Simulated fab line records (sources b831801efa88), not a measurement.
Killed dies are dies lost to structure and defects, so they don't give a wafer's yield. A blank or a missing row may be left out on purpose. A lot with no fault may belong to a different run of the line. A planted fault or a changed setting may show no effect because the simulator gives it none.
Comparing a struck lot with a sound one	flow sky130	16 steps out of a route of 708
Sound: the wafers L593.3, L593.5, L593.6. Struck: wafers L600.1, L600.3, L600.6. The cause comes at the end.
Per side, at each step with rows, come the tool, then ch with its chambers, and then its first start. Under that, the readings that differ: sound wafers	struck wafers	difference of the means	sigmas: that difference in standard deviations of wafers without a fault.
alike: words and numbers the same on both sides, and readings whose means are apart by under 2 such deviations; not compared: readings that were withheld, readings missing a value for some wafer, numbers with overlapping values and no deviation given by the record, and bounds like >300 which may hide the same value.
The two part at a step that has a row with sigmas, a row that says differs or no value, or rows on one side only. Numbers that have no deviation but don't overlap get no sigmas and don't part them. A reading that every wafer of one side lacks parts them only if that side has two wafers or more.

first, 5 steps without rows for these wafers: SKY_POLY_GATE_COAT_08 (resist thk 450 nm); SKY_POLY_GATE_SOFTBAKE_09 (time 90 s); SKY_POLY_GATE_EXPOSE_10 (exposes mask P1M, target cd 150 nm); SKY_POLY_GATE_PEB_11; SKY_POLY_GATE_DEVELOP_12 (develop time 60 s).
SKY_POLY_GATE_CD_MEAS_13 targets a cd of 150 nm.
  struck on cd sem-02, day 21 16:52; sound on cd sem-02, day 19 00:27
  alike: cd nm
SKY_POLY_GATE_OVL_MEAS_14:
  struck on overlay-01, day 21 16:59; sound on overlay-01, day 19 00:32
  alike: POLY_GATE_OVL
SKY_POLY_GATE_ETCH_15: etches BARC in N2/H2, stops on SiO2, time 118.5 s, target depth 110 nm.
  sound on rie diel-02 ch 0,2,3, day 19 00:34; struck on rie diel-03 ch 0,2,3, day 21 17:01
  alike: drypump motor current A, oes product au, throttle valve pct
  not compared: rf hours counter h
SKY_POLY_GATE_ETCH_16: etches Si3N4 in CH3F/O2, stops on poly-Si, time 147.5 s, target depth 75 nm.
  sound on rie diel-02 ch 0,2,3, day 19 00:39; struck on rie diel-03 ch 0,2,3, day 21 17:06
  alike: drypump motor current A, oes product au, throttle valve pct
  not compared: rf hours counter h
SKY_POLY_GATE_ETCH_17: etches poly-Si in HBr/Cl2, stops on SiO2, target depth 180 nm, time 70.5 s.
  sound on rie si-01 ch 1,2,3, day 19 00:45; struck on rie si-01 ch 0,2,3, day 21 17:11
  alike: drypump motor current A, oes product au, throttle valve pct
  not compared: rf hours counter h
SKY_POLY_GATE_STRIP_18: strips in O2/N2.
  sound on plasma asher-04 ch 0,1, day 19 00:50; struck on plasma asher-04 ch 0,1, day 21 17:15
  alike: drypump motor current A, oes product au, strip time to endpoint s
  not compared: rf hours counter h
then, 1 step without rows for these wafers: SKY_POLY_GATE_CLEAN_19 (cleans in SC1/SC2, time 150 s).
SKY_POLY_GATE_OXIDATION_20: stabilise 600 s, purge 300 s, target thk 4 nm.
  sound on furnace-01 ch 0, day 19 01:02; struck on furnace-01 ch 0, day 21 17:24
reading	sound	struck	difference	sigmas
spike tc bottom C (C)	871.8 870.2 871.9	831.5 833.0 832.4	-39.0	-26
spike tc centre C (C)	849.9 851.2 852.1	810.5 812.2 810.6	-40.0	-40
spike tc lower C (C)	850.4 850.1 849.8	812.9 811.2 811.6	-38.2	-38
spike tc top C (C)	863.6 865.9 865.0	825.4 825.6 827.5	-38.7	-30
spike tc upper C (C)	850.6 850.4 850.0	812.0 810.8 810.5	-39.2	-40
tube center temp C (C)	850.01 849.92 849.97	811.18 811.13 811.16	-38.81	-99 or more
tube_center_temp_C_max	852.7 852.1 852.6	813.3 813.2 813.2	-39.2	-99 or more
zone power lower pct (%)	16.54 16.45 16.18	14.85 14.63 14.96	-1.58	-8
zone power top pct (%)	27.1 27.3 27.4	25.4 25.5 25.4	-1.8	-4
zone power upper pct (%)	15.78 16.19 15.93	14.31 14.18 14.36	-1.68	-11
model.SiO2_of_POLY_GATE_OXIDATION_20.thk nm (nm)	3.956 3.938 3.886	2.229 2.239 2.325	-1.662	
SKY_POLY_GATE_THK_MEAS_21:
  struck on film metro-04, day 21 18:53; sound on film metro-04, day 19 02:19
reading	sound	struck	difference	sigmas
POLY_GATE_OXIDATION_THK (nm)	3.91 3.91 3.85	2.23 2.24 2.33	-1.62	-20
  not compared: hold
SKY_POLY_GATE_CD_MEAS_22:
  struck on cd sem-01, day 21 20:51; sound on cd sem-01, day 19 02:24
reading	sound	struck	difference	sigmas
hold	- - -	await dispo/1.8h/release await dispo/1.8h/release await dispo/1.8h/release	no value on the sound wafers	
  alike: cd nm
-- record jumps: 27 days separate the struck wafers' starts on either side; left off in module POLY_GATE, taken up again in module PAD_OPEN, whose first shown step is the route's number 708 --
SKY_PAD_OPEN_PROBE_99:
  struck on prober-02, day 49 02:38; sound on prober-01, day 47 12:48
reading	sound	struck	difference	sigmas
killed at contacts	26 36 32	24 19 19	-11	-2
killed at front end	27 21 22	15 16 14	-8	-2
killed dies	97 107 108	82 88 70	-24	-3
killed short	50 38 52	35 38 30	-12	-2
model.etest.tip sonos.rs ohm sq	2750 2719 2776	2499 2494 2495	-252	
model.etest.tip p.rs ohm sq	6838 6856 6852	6799 6783 6806	-53	
model.etest.res pdiff.line ohm um	1341 1348 1365	1285 1277 1282	-70	
model.etest.res ndiff.line ohm um	762 756.1 760.2	721.1 724.1 726.8	-35.4	
model.etest.tip n.rs ohm sq	438.7 438.8 438.5	420.8 419.2 418	-19.3	
model.etest.res pdiff.rs ohm sq	196 198.3 197.7	186.8 188.6 188	-9.5	
model.etest.res ndiff.rs ohm sq	120.6 120.3 120.1	115.2 116.7 115.3	-4.6	
  alike: killed_at_M0_to_M3, killed_at_M4_up, killed at other, killed open
  not compared: model.etest.pfet_01v8.drive ua um

WHERE THEY PART
Last at SKY_PAD_OPEN_PROBE_99 as far as this record goes, first at SKY_POLY_GATE_OXIDATION_20.

WHY: whatever the simulator had introduced
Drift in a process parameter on furnace-01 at SKY_POLY_GATE_OXIDATION_20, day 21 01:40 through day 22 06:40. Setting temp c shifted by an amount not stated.
